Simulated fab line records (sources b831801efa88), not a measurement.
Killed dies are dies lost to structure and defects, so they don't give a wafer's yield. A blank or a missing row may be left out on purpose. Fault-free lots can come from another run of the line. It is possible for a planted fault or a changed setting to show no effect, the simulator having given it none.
2 desks, one fault ; flow sky130 ; each desk has only its own numbers; what lay behind them comes last

== DESK OF THE TOOL OWNER: implanter-04 ==
For each lot that ran on this tool, the mean over its sampled wafers that have a number, from the tool's own readings at SKY_VT_ADJUST_NCORE_IMPLANT_09. Marked OUT: a lot whose mean sits more than 4 standard deviations from the usual mean, which makes it out of limits; the brackets give that distance.
Columns: A = beam-energy-keV at SKY_VT_ADJUST_NCORE_IMPLANT_09, usual 9.9995
lot;first seen here;A
L376;day 9 14:10;10.0027
L377;day 10 01:16;10.0043
L391;day 14 17:34;9.9987
L393;day 15 00:02;7.7516 (-99 or more) OUT
L395;day 15 09:47;7.7530 (-99 or more) OUT
L394;day 15 11:26;7.7567 (-99 or more) OUT
This desk's verdict: out of limits on L393, L394, L395, starting with L393 at day 15 00:02 (beam-energy-keV at SKY_VT_ADJUST_NCORE_IMPLANT_09). L376, L377, L391: within limits.

== FROM THE METROLOGY DESK ==
Means of the sampled wafers that have a number, per lot and without regard to the tool the lot ran on: this is what the gauges read. Marked OUT: a lot whose mean sits more than 4 standard deviations from the usual mean, which makes it out of limits; the brackets give that distance.
Columns: A = VT_ADJUST_NCORE_TW at SKY_VT_ADJUST_NCORE_TW_MEAS_11, usual 219.6
lot;first seen here;A
L372;day 8 06:19;220.9
L373;day 8 14:23;216.6
L376;day 9 14:25;215.6
L377;day 10 01:31;216.4
L378;day 10 05:13;221.1
L380;day 10 15:05;220.3
L381;day 11 11:10;222.4
L383;day 11 16:47;222.3
L384;day 11 22:56;222.3
L385;day 12 03:47;217.4
L386;day 12 11:28;222.9
L391;day 14 17:49;222.5
L393;day 15 00:16;205.1 (-5.0) OUT
L395;day 15 10:02;205.1 (-5.0) OUT
L394;day 15 11:41;208.0
Per this desk, out of limits: L393, L395; the first was L393, day 15 00:16 (VT_ADJUST_NCORE_TW at SKY_VT_ADJUST_NCORE_TW_MEAS_11). L372, L373, L376, L377, L378, L380, L381, L383, L384, L385, L386, L391, L394: within limits.

== TAKEN TOGETHER ==
An alarm could have come from the tool owner's desk at day 15 00:02, on L393, L394, L395.
The metrology desk could have raised an alarm at day 15 00:16, on L393, L395.
The metrology desk holds a record of L394, inside its limits.
SKY_VT_ADJUST_NCORE_IMPLANT_09 was run on implanter-04 by each of the lots named.

== WHAT THE SIMULATOR HAD PUT IN ==
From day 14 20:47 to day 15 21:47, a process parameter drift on implanter-04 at SKY_VT_ADJUST_NCORE_IMPLANT_09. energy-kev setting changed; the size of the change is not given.
Lots struck among those shown: L393, L394, L395.
Delay (hours) between the fault's onset and each desk's first out-of-limits reading: 3 at the tool owner's desk, 3 at the metrology desk.
